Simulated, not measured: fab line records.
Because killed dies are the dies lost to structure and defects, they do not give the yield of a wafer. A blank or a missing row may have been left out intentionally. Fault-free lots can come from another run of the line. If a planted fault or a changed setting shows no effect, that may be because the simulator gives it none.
Code-filled problem report in 8D (eight disciplines) form -- flow sky130 -- the parts of the form that need people (team, actions taken, sign-off) are left out

## 1. WHAT WENT WRONG
Wafers free of any fault read 188.3 (standard deviation 0.97) for VT_ADJUST_LVTN_2_TW at SKY_VT_ADJUST_LVTN_TW_MEAS_21, against a mean of 206.0 on 9 wafers of 3 lots. Relative to the usual mean, that is a shift of +18 standard deviations.
First observed at day 12 10:59: wafer L446.2, on filmMetro-03. Wafers with a number at this step in the record: 36, from 12 lots. By rule, "out" or "out of limits" means more than 4 standard deviations away from the usual mean. The rest of the wafers with a number are treated as sound.

## 2. WHAT IT IS, AND WHAT IT ISN'T
question,is,is not
which readings at this step,VT_ADJUST_LVTN_2_TW,-
which lots,"L445, L446, L447","L430, L432, L437, L438, L439, L441, L450, L451, L452"
which wafers of those lots,all that have a number,-
read on which gauges,"filmMetro-03, filmMetro-04",filmMetro-02
when,from day 12 10:59,"up to then (18 sound wafers); but 9 sound wafers of L450, L451, L452 came after"

## 3. SUSPECTS, AND WHAT RULES EACH OUT
Counting: a tool stays on the suspect list if, at a process step up to the reading, it processed all lots that are out and no sound lot following the first of them.
- the gauge at SKY_VT_ADJUST_LVTN_TW_MEAS_21: ruled out. Those wafers that are out were read across 2 gauges (filmMetro-03, filmMetro-04).
- implanter-03 at SKY_VT_ADJUST_LVTN_IMPLANT_19: kept. Every lot that is out went through it, starting with L446 (day 12 10:45), and after that it ran no sound lot; the last sound lot it ran before then is L439 (day 10 10:57). On those wafers its own readings are out: doseIonsCm2, faradayCurrentUA.
After counting, what remains is implanter-03 at SKY_VT_ADJUST_LVTN_IMPLANT_19.

## 4. THE CAUSE (what the simulator had put in)
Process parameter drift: implanter-03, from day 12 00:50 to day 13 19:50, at SKY_VT_ADJUST_LVTN_IMPLANT_19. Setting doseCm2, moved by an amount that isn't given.
Only this tool survived the counting.

## 5. THE CHAIN OF EFFECTS, in route order
Each row: a reading whose mean over the struck wafers that have a number lies more than 3 standard deviations from the usual. Scope: only readings with a usual standard deviation given in the record; hours: median across lots of the time from each lot's start at the first step in this table that gives one to its start at this step; sigmas: change in usual standard deviations.
hours,step,reading,usual,on struck wafers,change,sigmas
0,SKY_VT_ADJUST_LVTN_IMPLANT_19,doseIonsCm2,6.498e+11,8.989e+11,+2.491e+11,+99 or more
0,SKY_VT_ADJUST_LVTN_IMPLANT_19,faradayCurrentUA,3.67,5.06,+1.39,+19
0,SKY_VT_ADJUST_LVTN_TW_MEAS_21,VT_ADJUST_LVTN_2_TW,188.3,206.0,+17.7,+18
Process steps it contains:
- SKY_VT_ADJUST_LVTN_IMPLANT_19

## 6. WHAT WOULD HAVE CAUGHT IT SOONER
10 hours passed between the start of the fault at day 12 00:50 and the first reading out of limits at a measuring or inspecting step in this record, taken at day 12 10:59.
Tool's own readings at SKY_VT_ADJUST_LVTN_IMPLANT_19, doseIonsCm2, faradayCurrentUA: out on all struck wafers the step has rows for; an alarm limit on them would have tripped on the first.
Among the 3 lots that are out, L445, L447 began SKY_VT_ADJUST_LVTN_IMPLANT_19 on implanter-03 after day 12 10:59. A hold on the tool at that time would have spared those 2.
